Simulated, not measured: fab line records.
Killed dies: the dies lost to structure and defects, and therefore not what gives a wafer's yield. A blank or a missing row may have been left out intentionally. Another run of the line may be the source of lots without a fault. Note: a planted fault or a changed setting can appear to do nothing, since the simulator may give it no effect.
Matching of chambers + flow gf180mcu + 3 sister chambers for GF_CONTACT_CVD_02 on pecvd-03
The step deposits SiO2 from TEOS, target thk 860 nm, time 95.992 s. 3 wafers are shown with their chamber, then 7 later ones without.

## WAFERS, EACH WITH ITS CHAMBER
| wafer  | chamber | heater-power-w (W) |
|--------|---------|--------------------|
| L922.6 | 0       | 519                |
| L925.1 | 1       | 688                |
| L925.2 | 2       | 675                |

## WAFERS WITH NO CHAMBER GIVEN
| wafer  | heater-power-w (W) |
|--------|--------------------|
| L925.5 | 541                |
| L926.4 | 661                |
| L926.5 | 629                |
| L926.6 | 758                |
| L936.1 | 599                |
| L936.2 | 743                |
| L936.6 | 783                |

## THE CHAMBER EACH PASSED THROUGH
| wafer  | from the rows above          | in truth |
|--------|------------------------------|----------|
| L925.5 | can't be placed: 0 or 2      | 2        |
| L926.4 | can't be placed: 2 or 1      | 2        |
| L926.5 | can't be placed: 2 or 1 or 0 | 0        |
| L926.6 | can't be placed: 1 or 2      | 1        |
| L936.1 | can't be placed: 2 or 0 or 1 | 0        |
| L936.2 | can't be placed: 1 or 2      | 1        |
| L936.6 | can't be placed: 1 or 2      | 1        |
0 of 7 placed correctly. Cannot be placed on the basis of these rows: 7; the candidates contain the true chamber in 7. Number placed wrongly: 0.
How it was worked out, from the rows above alone: a wafer's distance from a chamber is the root of the sum, over the readings, of the square of ((its reading less the chamber's mean) divided by the reading's scatter). The wafer belongs to the nearest chamber; if the next one is less than 2 further off, it can't be placed. A chamber's mean is the mean of its shown wafers. The scatter (one wafer shown for each chamber): square how far every hidden wafer sits from the nearest shown wafer, average those squares and take the square root.
